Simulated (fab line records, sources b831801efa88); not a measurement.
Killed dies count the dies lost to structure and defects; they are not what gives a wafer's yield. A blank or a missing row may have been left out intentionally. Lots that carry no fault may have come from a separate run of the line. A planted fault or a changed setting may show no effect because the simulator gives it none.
Which tool did it? | flow gf180mcu | 11 lots, 33 wafers sampled, at 3 steps of a route of 602

== WHAT THE GAUGES READ, wafer by wafer ==
GF_PSD_TW_MEAS_11.
lot  | measured     | on            | PSD_TW
L807 | day 14 04:46 | film metro-03 | 3201 3205 3197
L812 | day 15 21:52 | film metro-04 | 3183 3163 3166
L813 | day 16 16:31 | film metro-01 | 3151 3162 3141
L816 | day 17 12:37 | film metro-01 | 3120 3123 3131
L817 | day 17 22:04 | film metro-03 | 3210 3220 3210
L818 | day 18 03:07 | film metro-01 | 3129 3118 3109
L819 | day 18 15:17 | film metro-04 | 3208 3209 3215
L820 | day 18 16:43 | film metro-04 | 3199 3219 3206
L821 | day 19 08:30 | film metro-03 | 3450 3443 3438
L822 | day 19 17:55 | film metro-04 | 3451 3474 3468
L830 | day 22 08:13 | film metro-04 | 3188 3172 3197

== WHICH TOOL RAN EACH LOT (tool, then ch and the chambers of the sampled wafers, then the start) ==
lot  | GF_PSD_IMPLANT_09               | GF_PSD_STRIP_10
L807 | implanter-04 ch 0, day 14 04:31 | plasma asher-04 ch 1, day 14 04:40
L812 | implanter-03 ch 0, day 15 21:37 | plasma asher-03 ch 0,1, day 15 21:46
L813 | implanter-03 ch 0, day 16 16:17 | plasma asher-03 ch 0,1, day 16 16:25
L816 | implanter-03 ch 0, day 17 12:22 | plasma asher-04 ch 0,1, day 17 12:31
L817 | implanter-03 ch 0, day 17 21:49 | plasma asher-03 ch 0,1, day 17 21:58
L818 | implanter-03 ch 0, day 18 02:53 | plasma asher-04 ch 0,1, day 18 03:00
L819 | implanter-03 ch 0, day 18 15:05 | plasma asher-04 ch 0,1, day 18 15:11
L820 | implanter-04 ch 0, day 18 16:28 | plasma asher-03 ch 0,1, day 18 16:37
L821 | implanter-03 ch 0, day 19 08:15 | plasma asher-04 ch 0,1, day 19 08:24
L822 | implanter-03 ch 0, day 19 17:40 | plasma asher-02 ch 0,1, day 19 17:49
L830 | implanter-01 ch 0, day 22 07:59 | plasma asher-04 ch 0,1, day 22 08:06
- GF_PSD_IMPLANT_09
- GF_PSD_STRIP_10: strips in O2/N2.

== THE ANSWER, worked out from the rows above alone ==
Rule: what is usual is taken from the lots themselves. The widest of any qualifying gaps counts: lots, ordered by their means at a reading, are off when they make up no more than a third of the lots, leave a main group of 4 or more, and stand apart from it by 3 or more times the standard deviation of that group's means. A main group is skipped when, at the precision printed for the reading in the tables above, its means are all equal. A lot without any number at a reading at which 4 lots or more have one is off too. Any other lot the step has rows for is counted as sound.
Off: at GF_PSD_TW_MEAS_11 (PSD_TW), L821, L822. Mean 3176 and standard deviation 35 in the main group.
If a tool, at a process step before that reading, ran all the lots that are off and no sound lot after the first of them, it fits. The gauges at GF_PSD_TW_MEAS_11 are tried like those tools. One candidate fits, namely implanter-03 at GF_PSD_IMPLANT_09. A fault onset in the window from L819 (day 18 15:05, its last sound lot) to L821 (day 19 08:15, its first lot off) fits.

== WHAT THE SIMULATOR HAD INSERTED ==
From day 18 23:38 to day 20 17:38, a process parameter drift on implanter-03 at GF_PSD_IMPLANT_09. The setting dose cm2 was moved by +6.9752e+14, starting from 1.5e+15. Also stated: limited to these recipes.
Struck lots among those shown: L821, L822. The same result came from the rule above.
